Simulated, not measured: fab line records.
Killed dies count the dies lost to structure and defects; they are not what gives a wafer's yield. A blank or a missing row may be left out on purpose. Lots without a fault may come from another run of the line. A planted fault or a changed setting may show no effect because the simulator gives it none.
2 desks, one fault ; flow sky130 ; what lay behind the numbers comes last; until then each desk has only its own

== METROLOGY DESK ==
Means of the sampled wafers that have a number, per lot and without regard to the tool the lot ran on: this is what the gauges read. Marked OUT: a lot whose mean sits more than 4 standard deviations from the usual mean, which makes it out of limits; the brackets give that distance.
Columns: A = GATE_OXIDE_OXIDATION_00_THK at SKY_GATE_OXIDE_THK_MEAS_02, usual 10.22 nm; B = POLY_GATE_CVD_00_THK at SKY_POLY_GATE_THK_MEAS_01, usual 180.0 nm; C = POLY_GATE_OVL at SKY_POLY_GATE_OVL_MEAS_14, usual -4 nm
lot;first seen here;A;B;C
L436;day 12 23:17;10.32;180.1;-13
L437;day 13 01:54;9.99;178.5;-1
L439;day 13 13:37;10.10;180.7;-3
L440;day 14 03:52;10.19;177.9;-6
L442;day 14 22:45;10.79;179.8;-5
L443;day 15 04:06;10.20;179.9;-5
L444;day 15 07:38;10.30;179.5;3
L445;day 15 20:56;9.85;181.2;-8
L449;day 17 10:56;10.49;179.0;-9
L450;day 17 15:12;10.47;180.8;-2
L452;day 18 06:01;10.32;180.5;1
L454;day 19 01:40;10.20;181.0;-7
L456;day 19 13:49;10.05;180.7;-3
L459;day 20 15:38;10.25;179.0;-1
This desk's verdict: no lot among the 14 shows anything out of limits.

== AT THE TOOL OWNER'S DESK: lithoTrack-03 ==
At SKY_POLY_GATE_SOFTBAKE_09 (time 90 s), the tool's own readings, given per lot that ran on this tool as the mean of the sampled wafers with a number. Marked OUT: a lot whose mean sits more than 4 standard deviations from the usual mean, which makes it out of limits; the brackets give that distance.
Columns: A = heaterPowerTotalW at SKY_POLY_GATE_SOFTBAKE_09, usual 57.35 W; B = plateTempC at SKY_POLY_GATE_SOFTBAKE_09, usual 100.00 C
lot;first seen here;A;B
L436;day 15 20:00;57.44;100.12
L439;day 16 13:00;57.33;99.69
L442;day 18 05:00;57.47;100.05
L445;day 19 03:00;57.39;100.22
L450;day 21 05:00;52.29 (-46) OUT;93.47 (-47) OUT
L452;day 21 17:00;52.23 (-47) OUT;93.42 (-47) OUT
This desk finds L450, L452 out of limits, L450 being first, at day 21 05:00 (heaterPowerTotalW at SKY_POLY_GATE_SOFTBAKE_09). In limits: L436, L439, L442, L445.

== PUT TOGETHER ==
An alarm could have come from the tool owner's desk at day 21 05:00, on L450, L452.
Metrology desk: nothing out of limits seen.
The metrology desk holds a record of L450, L452, inside its limits.
All the named lots went through SKY_POLY_GATE_SOFTBAKE_09 on lithoTrack-03.

== WHAT THE SIMULATOR HAD INSERTED ==
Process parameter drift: lithoTrack-03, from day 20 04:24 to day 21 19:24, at SKY_POLY_GATE_SOFTBAKE_09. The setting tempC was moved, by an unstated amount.
Lots struck among those shown: L450, L452.
Hours from the fault's start to each desk's first reading out of limits: the tool owner's desk, 25.
